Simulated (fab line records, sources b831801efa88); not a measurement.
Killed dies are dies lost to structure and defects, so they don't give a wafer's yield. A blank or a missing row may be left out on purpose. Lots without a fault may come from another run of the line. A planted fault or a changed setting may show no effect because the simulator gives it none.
fab line records | flow sky130
record lots=13 wafers=39 last_day=51
route steps=708 shown LDD_LDN@293 SD_P@331 SD_N@353 RES_XHIGH@360 PAD_OPEN@708
lots that met no fault: from a run of the same line without faults
start_h: hours from the record's first day to the start of the lot's first wafer shown | wait_h: hours since the lot's step before | " the same as in the row above | L1.1+2: a row that stands for several wafers | - no value, or no start given | * or withheld: withheld | < > ~ a bound
route shown NAME@n: a module of which the file shows steps, and the number in the route of the first | usual: mean/standard deviation of fault-free wafers | same: alike in all rows | chamber/n: place in a boat | sites: the reading at each site | _std_site: their standard deviation | _edge_site: outer sites' mean less inner sites' | radius_mm: how far each site lies from the wafer's centre | mask NAME#n: copy n | behind: the tool/chamber that last shaped the wafer | hold: why the lot was held/for how many hours/how that ended | device: the transistor (n, p or np) that didn't switch | end of line: the same wafers' tests at the end of the route | a step without rows: its recipe alone | killed: dies lost to structure and defects at the first sort, not the wafer's yield | map: a wafer's dies, x killed, . not, _ none there
set.NAME: the setting as run; set.NAME@STEP: as run at that earlier step | model.NAME: the simulator's own value behind a step, which no gauge read
steps of the route over a sample of lots; a table a step, a row a wafer
services: from which hour (start_h, from the record's first day; less than 0 if before it) a tool's chamber was out of use, for how many hours, and why
## steps
# step SKY_LDD_LDN_EXPOSE_04
# recipe mask_id=LDNTM na=0.6 source_shape=conventional sigma_outer=0.6 polarization=unpolarized target_cd_nm=700 dose_mj=140
# usual stage_vel_mm_s=499.94/0.25
# columns lot.wafer tool chamber start_h wait_h mask stage_vel_mm_s
L668.1 iline_stepper-01 0 540.53 - LDNTM#0 500.03
L668.3 " 0 " " LDNTM#0 500.14
L668.5 " 0 " " LDNTM#0 500.10
L667.1 iline_stepper-02 0 540.78 - LDNTM#0 499.99
L667.4 " 0 " " LDNTM#0 500.27
L667.5 " 0 " " LDNTM#0 500.48
L669.2 iline_stepper-02 0 554.57 - LDNTM#0 499.83
L669.5 " 0 " " LDNTM#0 499.86
L669.6 " 0 " " LDNTM#0 500.06
L670.3 iline_stepper-01 0 556.29 - LDNTM#0 499.96
L670.4 " 0 " " LDNTM#0 499.80
L670.5 " 0 " " LDNTM#0 500.13
L671.2 iline_stepper-01 0 566.35 - LDNTM#0 499.69
L671.3 " 0 " " LDNTM#0 499.96
L671.6 " 0 " " LDNTM#0 500.07
L674.1 iline_stepper-02 0 591.33 - LDNTM#0 499.94
L674.4 " 0 " " LDNTM#0 499.81
L674.5 " 0 " " LDNTM#0 499.91
L675.1 iline_stepper-01 0 597.63 - LDNTM#0 500.31
L675.3 " 0 " " LDNTM#0 500.19
L675.6 " 0 " " LDNTM#0 500.14
L676.2 iline_stepper-02 0 601.29 - LDNTM#0 499.97
L676.4 " 0 " " LDNTM#0 499.76
L676.6 " 0 " " LDNTM#0 500.00
L677.1 iline_stepper-01 0 610.60 - LDNTM#0 499.66
L677.5 " 0 " " LDNTM#0 500.13
L677.6 " 0 " " LDNTM#0 499.74
L679.1 iline_stepper-02 0 639.85 - LDNTM_R1#0 499.74
L679.3 " 0 " " LDNTM_R1#0 499.74
L679.6 " 0 " " LDNTM_R1#0 499.68
L688.1 iline_stepper-01 0 707.10 - LDNTM#0 500.26
L688.3 " 0 " " LDNTM#0 500.10
L688.6 " 0 " " LDNTM#0 500.23
L689.2 iline_stepper-01 0 709.60 - LDNTM#0 500.11
L689.5 " 0 " " LDNTM#0 500.16
L689.6 " 0 " " LDNTM#0 499.93
L690.4 iline_stepper-02 0 713.83 - LDNTM#0 500.05
L690.5 " 0 " " LDNTM#0 500.18
L690.6 " 0 " " LDNTM#0 500.16
# step SKY_SD_P_TW_MEAS_11
# usual SD_P_TW=2815/19
# columns lot.wafer tool chamber start_h wait_h SD_P_TW
L668.1 film_metro-03 - 619.16 0.1 2792
L668.3 " - " " 2792
L668.5 " - " " 2801
L667.1 film_metro-04 - 619.90 0.1 2810
L667.4 " - " " 2822
L667.5 " - " " 2840
L669.2 film_metro-02 - 631.96 0.1 2829
L669.5 " - " " 2824
L669.6 " - " " 2821
L670.3 film_metro-04 - 634.67 0.1 2806
L670.4 " - " " 2809
L670.5 " - " " 2802
L671.2 film_metro-02 - 642.66 0.1 2809
L671.3 " - " " 2814
L671.6 " - " " 2805
L674.1 film_metro-02 - 669.55 0.1 2830
L674.4 " - " " 2832
L674.5 " - " " 2827
L675.1 film_metro-04 - 673.00 0.1 2842
L675.3 " - " " 2823
L675.6 " - " " 2828
L676.2 film_metro-04 - 676.12 0.1 2834
L676.4 " - " " 2842
L676.6 " - " " 2834
L677.1 film_metro-02 - 685.36 0.1 2832
L677.5 " - " " 2820
L677.6 " - " " 2829
L679.1 film_metro-03 - 714.35 0.1 2798
L679.3 " - " " 2796
L679.6 " - " " 2800
L688.1 film_metro-02 - 778.35 0.1 2829
L688.3 " - " " 2821
L688.6 " - " " 2816
L689.2 film_metro-03 - 781.16 0.1 2781
L689.5 " - " " 2798
L689.6 " - " " 2815
L690.4 film_metro-03 - 786.09 0.1 2784
L690.5 " - " " 2778
L690.6 " - " " 2804
# step SKY_SD_N_STRIP_11
# recipe chemistry=O2/N2 power_w=1400 pressure_mtorr=1500 platen_temp_c=withheld o2_flow_sccm=3000 n2_flow_sccm=300 overash_fraction=0.5
# usual drypump_motor_current_A=5.88/0.28 oes_product_au=0.527/0.0051 strip_time_to_endpoint_s=22.54/0.038
# columns lot.wafer tool chamber start_h wait_h drypump_motor_current_A oes_product_au rf_hours_counter_h strip_time_to_endpoint_s
L668.1 plasma_asher-04 0 677.96 0.1 6.17 0.532 24 22.48
L668.3 " 0 " " 6.14 0.535 - 22.50
L668.5 " 0 " " 6.19 0.534 - 22.48
L667.1 plasma_asher-04 0 678.50 0.1 6.20 0.528 24 22.49
L667.4 " 1 " " 5.68 0.525 - 22.48
L667.5 " 0 " " 6.15 0.523 - 22.50
L669.2 plasma_asher-04 0 690.01 0.1 6.15 0.517 25 22.51
L669.5 " 0 " " 6.18 0.527 - 22.51
L669.6 " 1 " " 5.69 0.524 - 22.50
L670.3 plasma_asher-04 0 692.94 0.1 6.14 0.527 - 22.50
L670.4 " 1 " " 5.71 0.531 - 22.49
L670.5 " 1 " " 5.69 0.526 - 22.47
L671.2 plasma_asher-02 0 700.59 0.1 5.68 0.519 52 22.46
L671.3 " 0 " " 5.67 0.525 - 22.50
L671.6 " 0 " " 5.68 0.526 - 22.49
L674.1 plasma_asher-04 0 726.21 0.1 6.16 0.528 30 22.56
L674.4 " 1 " " 5.72 0.521 - 22.57
L674.5 " 0 " " 6.14 0.523 - 22.55
L675.1 plasma_asher-02 1 729.91 0.1 6.36 0.519 54 22.48
L675.3 " 1 " " 6.36 0.533 - 22.51
L675.6 " 1 " " 6.35 0.526 - 22.52
L676.2 plasma_asher-02 1 732.36 0.1 6.35 0.523 54 22.53
L676.4 " 1 " " 6.34 0.523 - 22.51
L676.6 " 1 " " 6.34 0.530 - 22.49
L677.1 plasma_asher-02 0 742.69 0.1 5.67 0.538 56 22.56
L677.5 " 0 " " 5.68 0.526 - 22.56
L677.6 " 1 " " 6.31 0.534 - 22.58
L679.1 plasma_asher-03 1 770.95 0.1 5.60 0.526 96 22.55
L679.3 " 0 " " 5.70 0.526 - 22.57
L679.6 " 1 " " 5.61 0.527 - 22.55
L688.1 plasma_asher-03 1 832.41 0.1 5.60 0.533 102 22.50
L688.3 " 1 " " 5.62 0.532 - 22.57
L688.6 " 1 " " 5.61 0.529 - 22.49
L689.2 plasma_asher-02 0 834.94 0.1 5.67 0.524 64 22.51
L689.5 " 1 " " 6.32 0.528 - 22.53
L689.6 " 0 " " 5.66 0.525 - 22.55
L690.4 plasma_asher-02 1 840.19 0.1 6.35 0.527 - 22.57
L690.5 " 1 " " 6.35 0.533 - 22.54
L690.6 " 0 " " 5.69 0.527 - 22.59
# step SKY_SD_N_RS_MEAS_18
# recipe thk_meas_gauge=four-point-probe
# usual RES_XHIGH_RS=333.2/1.5
# columns lot.wafer tool chamber start_h wait_h RES_XHIGH_RS[ohm/sq]
L668.1 film_metro-02 - 678.58 0.1 333.2
L668.3 " - " " 333.7
L668.5 " - " " 332.7
L667.1 film_metro-03 - 679.13 0.1 334.5
L667.4 " - " " 334.7
L667.5 " - " " 335.6
L669.2 film_metro-04 - 690.65 0.1 331.9
L669.5 " - " " 332.8
L669.6 " - " " 331.3
L670.3 film_metro-02 - 693.57 0.1 335.0
L670.4 " - " " 336.2
L670.5 " - " " 335.0
L671.2 film_metro-03 - 701.23 0.1 333.3
L671.3 " - " " 334.6
L671.6 " - " " 334.1
L674.1 film_metro-02 - 726.83 0.1 334.4
L674.4 " - " " 334.3
L674.5 " - " " 335.2
L675.1 film_metro-04 - 730.54 0.1 332.9
L675.3 " - " " 333.2
L675.6 " - " " 333.6
L676.2 film_metro-04 - 733.00 0.1 330.9
L676.4 " - " " 330.7
L676.6 " - " " 329.6
L677.1 film_metro-04 - 743.32 0.1 331.1
L677.5 " - " " 331.2
L677.6 " - " " 331.0
L679.1 film_metro-04 - 771.58 0.1 333.6
L679.3 " - " " 333.4
L679.6 " - " " 332.6
L688.1 film_metro-03 - 833.05 0.1 333.2
L688.3 " - " " 332.7
L688.6 " - " " 333.3
L689.2 film_metro-04 - 835.58 0.1 336.1
L689.5 " - " " 334.7
L689.6 " - " " 334.7
L690.4 film_metro-02 - 840.84 0.1 333.8
L690.5 " - " " 334.4
L690.6 " - " " 332.3
# step SKY_PAD_OPEN_PROBE_99
# usual killed_at_M0_to_M3=43/7.5 killed_at_M4_up=3.2/1.9 killed_at_contacts=24/5.6 killed_at_front_end=15/4.8 killed_at_other=0.2/0.54 killed_dies=86/11 killed_open=47/7.6 killed_short=39/7.1
# same gross_dies=492 killed_at_back_side=0
# columns lot.wafer tool chamber start_h wait_h killed_at_M0_to_M3 killed_at_M4_up killed_at_contacts killed_at_front_end killed_at_other killed_dies killed_open killed_short
L679.1 prober-01 - 1174.42 0.1 38 3 32 101 1 175 48 37
L679.3 prober-01 - 1174.52 0.2 46 3 23 111 0 183 38 50
L679.6 prober-01 - 1174.67 0.2 43 1 30 112 0 186 51 36
# killed by level:class
L679.1 LDD_LDN:area_expose=90 LI_CONTACT:geometric_particle:open=9 CONTACT:geometric_particle:open=9 CONTACT:geometric_particle:short=7 VIA2:geometric_particle:open=7 VIA1:geometric_particle:open=6 METAL2:geometric_particle:short=5 FIELD_ISO:geometric_particle:open=4
L679.3 LDD_LDN:area_expose=95 FIELD_ISO:geometric_particle:short=9 CONTACT:geometric_particle:open=8 VIA1:geometric_particle:open=8 METAL2:geometric_particle:short=7 CONTACT:geometric_particle:short=6 VIA2:geometric_particle:open=6 VIA3:geometric_particle:short=5
L679.6 LDD_LDN:area_expose=99 LI_CONTACT:geometric_particle:open=9 VIA1:geometric_particle:short=9 VIA1:geometric_particle:open=8 FIELD_ISO:geometric_particle:open=7 CONTACT:geometric_particle:open=7 VIA2:geometric_particle:open=7 CONTACT:geometric_particle:short=6
## services
# columns tool chamber start_h hours kind
plasma_asher-02 - 540.25 4.5 repair
iline_stepper-01 - 544.14 1.3 repair
plasma_asher-02 - 610.50 2.8 pm
plasma_asher-04 - 611.18 10.0 pm
iline_stepper-02 - 614.38 1.7 pm
plasma_asher-02 - 647.92 0.8 repair
iline_stepper-01 - 650.38 1.7 pm
plasma_asher-03 - 659.71 3.3 repair
iline_stepper-01 - 673.41 2.1 pm
iline_stepper-01 - 675.49 - consumable_replace:lamp
plasma_asher-02 - 709.48 14.6 pm
iline_stepper-02 - 723.94 2.1 pm
iline_stepper-02 - 726.02 - consumable_replace:lamp
plasma_asher-02 - 737.52 0.7 repair
plasma_asher-04 - 749.94 14.6 pm
iline_stepper-01 - 786.04 18.3 repair
plasma_asher-02 - 802.50 4.5 repair
plasma_asher-03 - 825.60 2.8 pm
iline_stepper-02 - 832.56 1.7 pm
## key
first_sign step=SKY_LDD_LDN_EXPOSE_04 reading=mask direction=changed
effect step=SKY_PAD_OPEN_PROBE_99 reading=killed_at_front_end direction=up sigmas=19 usual=15 struck=108
more_kills_born_at SKY_LDD_LDN_EXPOSE_04@iline_stepper-02=284
met_at SKY_LDD_LDN_EXPOSE_04
struck_lots L679
tester_left_out L679
not_acting_at SKY_SD_P_TW_MEAS_11,SKY_SD_N_STRIP_11,SKY_SD_N_RS_MEAS_18
onset_between 601.29 639.85
fault kind=wrong_mask tool=any chamber=- onset_h=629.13 steps=SKY_LDD_LDN_EXPOSE_04 aux_copy=LDNTM_R1#0 cd_offset_nm=105 scope=struck_lots_only
# tester_left_out: of these lots the tester's yield and bins aren't shown, on N5 and GAA mostly nor the transistor test; their killed dies are dies lost to structure and defects alone, not to doping, threshold or leakage, so they don't give the yield
